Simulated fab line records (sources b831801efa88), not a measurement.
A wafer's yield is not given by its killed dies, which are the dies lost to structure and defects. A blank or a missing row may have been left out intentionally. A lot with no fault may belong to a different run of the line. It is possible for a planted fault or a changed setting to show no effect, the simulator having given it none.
Chamber matching | flow sfqLine | SFQ_TRILAYER_A5B_CMP_CMP_130 on cmp-01 has 4 sister chambers
The step polishes, stops on Nb, target thk 340.7 nm. 14 wafers are shown with their chamber, then 7 later ones without.

WAFERS, EACH WITH ITS CHAMBER
wafer  | chamber | motorCurrentA (A) | slurryFlowMlMin
L869.3 | 0       | 8.3               | 150.4
L869.2 | 3       | 8.4               | 150.2
L869.5 | 1       | 9.6               | 149.9
L870.1 | 3       | 8.3               | 149.0
L870.3 | 1       | 9.5               | 150.4
L870.4 | 2       | 12.1              | 149.3
L871.2 | 0       | 8.4               | 150.2
L871.5 | 2       | 12.3              | 149.3
L871.6 | 1       | 9.8               | 149.3
L880.3 | 3       | 8.6               | 150.8
L880.2 | 2       | 12.4              | 150.7
L880.6 | 0       | 8.4               | 150.7
L881.2 | 2       | 12.4              | 149.9
L881.3 | 0       | 8.6               | 150.1

SIGNATURES (means of the wafers above)
reading         | chamber 0 | chamber 1 | chamber 2 | chamber 3 | scatter within a chamber
motorCurrentA   | 8.425     | 9.633     | 12.300    | 8.433     | 0.142
slurryFlowMlMin | 150.350   | 149.867   | 149.800   | 150.000   | 0.618
Rule: a wafer's distance from a chamber is the root of the sum, over the readings, of the square of ((its reading less the chamber's mean) divided by the reading's scatter). The wafer belongs to the nearest chamber; if the next one is less than 2 further off, it can't be placed. How the scatter is found: for the shown wafers, subtract from each reading the mean of its chamber, square and add these, divide the total by (wafers less chambers), then take the root.

WAFERS WITHOUT THEIR CHAMBER
wafer  | motorCurrentA (A) | slurryFlowMlMin
L881.6 | 8.3               | 149.6
L889.1 | 8.5               | 148.9
L889.2 | 9.7               | 149.4
L889.6 | 8.5               | 148.9
L890.1 | 11.8              | 148.9
L890.2 | 8.2               | 149.7
L890.3 | 9.5               | 150.1

THE CHAMBER EACH PASSED THROUGH
wafer  | from the rows above     | in truth
L881.6 | can't be placed: 3 or 0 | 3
L889.1 | can't be placed: 3 or 0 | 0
L889.2 | 1                       | 1
L889.6 | can't be placed: 3 or 0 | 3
L890.1 | 2                       | 2
L890.2 | can't be placed: 3 or 0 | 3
L890.3 | 1                       | 1
Placed correctly: 3 of 7. These rows do not allow placing 4 (true chamber among the candidates in 4). Number placed wrongly: 0.
